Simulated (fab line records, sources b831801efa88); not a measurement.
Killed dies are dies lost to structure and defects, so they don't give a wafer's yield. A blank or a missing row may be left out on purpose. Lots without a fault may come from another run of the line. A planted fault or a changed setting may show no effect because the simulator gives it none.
Which tool did it? | flow gf180mcu | 12 lots, 36 wafers sampled, at 3 steps of a route of 602

WHAT THE GAUGES READ, wafer by wafer
GF_DNWELL_TW_MEAS_09. Usual: DNWELL_TW 1368, standard deviation 12.
lot  | measured    | on            | DNWELL_TW      | flag
L738 | day 2 17:44 | film_metro-01 | 1360 1361 1358 |
L739 | day 2 23:31 | film_metro-04 | 1368 1359 1371 |
L743 | day 3 21:28 | film_metro-03 | 1388 1390 1389 |
L748 | day 5 00:32 | film_metro-04 | 1366 1367 1367 |
L750 | day 5 12:11 | film_metro-04 | 1361 1362 1366 |
L752 | day 5 22:18 | film_metro-04 | 1358 1359 1362 |
L753 | day 6 02:39 | film_metro-04 | 1368 1375 1368 |
L757 | day 6 23:06 | film_metro-03 | 1373 1374 1367 |
L758 | day 7 04:33 | film_metro-03 | 1364 1361 1371 |
L759 | day 7 11:23 | film_metro-04 | 1360 1361 1361 |
L760 | day 7 16:07 | film_metro-03 | 1375 1385 1381 |
L761 | day 7 22:01 | film_metro-03 | 1367 1361 1362 |

GF_MVPSD_OVL_MEAS_07. Usual: MVPSD_OVL 0.3 nm, standard deviation 1.3.
lot  | measured     | on         | MVPSD_OVL (nm) | flag
L738 | day 4 23:58  | overlay-01 | -1.6 -0.8 -0.7 |
L739 | day 5 06:58  | overlay-01 | 0.1 -0.3 -1.4  |
L743 | day 6 07:12  | overlay-02 | -0.6 -1.4 -1.8 |
L748 | day 7 13:55  | overlay-01 | -1.4 -1.9 -0.6 |
L750 | day 8 03:04  | overlay-01 | 1.5 1.7 0.7    |
L752 | day 8 11:58  | overlay-02 | -1.4 -1.5 -1.4 |
L753 | day 8 18:00  | overlay-02 | -1.4 -0.2 -0.7 |
L757 | day 9 17:53  | overlay-02 | 0.2 0.4 3.1    |
L758 | day 10 00:52 | overlay-01 | -0.1 0.0 0.5   |
L759 | day 10 08:29 | overlay-01 | 2.0 1.1 0.7    |
L760 | day 10 14:18 | overlay-01 | 1.1 0.7 -0.2   |
L761 | day 10 20:53 | overlay-01 | -0.6 1.1 0.6   |

WHICH TOOL RAN EACH LOT (tool, then ch and the chambers of the sampled wafers, then the start)
lot  | GF_LVPWELL_STRIP_10
L738 | plasma_asher-02 ch 0,1, day 3 19:44
L739 | plasma_asher-02 ch 0,1, day 4 02:34
L743 | plasma_asher-01 ch 0,1, day 5 01:28
L748 | plasma_asher-03 ch 0,1, day 6 06:10
L750 | plasma_asher-03 ch 0,1, day 6 18:49
L752 | plasma_asher-03 ch 0,1, day 7 03:37
L753 | plasma_asher-01 ch 0,1, day 7 09:34
L757 | plasma_asher-03 ch 0,1, day 8 07:53
L758 | plasma_asher-03 ch 0,1, day 8 14:07
L759 | plasma_asher-03 ch 0,1, day 8 20:47
L760 | plasma_asher-03 ch 1, day 9 01:58
L761 | plasma_asher-02 ch 0,1, day 9 08:17
- GF_LVPWELL_STRIP_10: strips in O2/N2.

WHAT THE TOOLS THEMSELVES READ (means of the sampled wafers that have a number; where no wafer has one, the mark that the record gives instead)
GF_LVPWELL_STRIP_10. Usual: drypump_motor_current_A 5.88 A, standard deviation 0.27; heater_power_w 319 W, standard deviation 39; oes_product_au 0.722 a.u., standard deviation 0.005; platen_temp_c 249.97 C, standard deviation 0.15; strip_time_to_endpoint_s 36.96 s, standard deviation 0.099.
lot  | tool            | drypump_motor_current_A (A) | heater_power_w (W) | oes_product_au (a.u.) | platen_temp_c (C) | strip_time_to_endpoint_s (s) | flag
L738 | plasma_asher-02 | 6.10                        | 364                | 0.720                 | 249.85            | 36.94                        |
L739 | plasma_asher-02 | 6.02                        | 348                | 0.726                 | 249.96            | 36.88                        |
L743 | plasma_asher-01 | 5.26                        | 318                | 0.724                 | 249.75            | 36.98                        |
L748 | plasma_asher-03 | 5.89                        | 283                | 0.722                 | 250.00            | 37.01                        |
L750 | plasma_asher-03 | 5.90                        | 286                | 0.723                 | 250.07            | 36.98                        |
L752 | plasma_asher-03 | 5.88                        | 277                | 0.721                 | 249.89            | 36.85                        |
L753 | plasma_asher-01 | 5.25                        | 321                | 0.718                 | 249.95            | 37.01                        |
L757 | plasma_asher-03 | 5.91                        | 277                | 0.723                 | 249.97            | 37.03                        |
L758 | plasma_asher-03 | 5.93                        | 299                | 0.726                 | 250.00            | 36.95                        |
L759 | plasma_asher-03 | 5.91                        | 302                | 0.727                 | 250.00            | 37.13                        |
L760 | plasma_asher-03 | 5.86                        | 260                | 0.721                 | 249.74            | 37.02                        |
L761 | plasma_asher-02 | 6.03                        | 347                | 0.723                 | 249.93            | 36.91                        |

THE ANSWER, worked out from the rows above alone
Rule: a lot is off if the mean of its wafers that have a number lies more than 3 standard deviations from the usual mean. A lot without any number at a reading at which 4 lots or more have one is off too. The other lots that the step has rows for count as sound. The gauges are gone through in route order, then the tools' own readings, and for those a lot's mean is taken as printed above. The first step at which some lot is off is used, and at that step the reading that is off furthest; a lot without a number counts as furthest.
No lot is off at any reading shown: from this, nothing can be told.

WHAT THE SIMULATOR HAD PUT IN
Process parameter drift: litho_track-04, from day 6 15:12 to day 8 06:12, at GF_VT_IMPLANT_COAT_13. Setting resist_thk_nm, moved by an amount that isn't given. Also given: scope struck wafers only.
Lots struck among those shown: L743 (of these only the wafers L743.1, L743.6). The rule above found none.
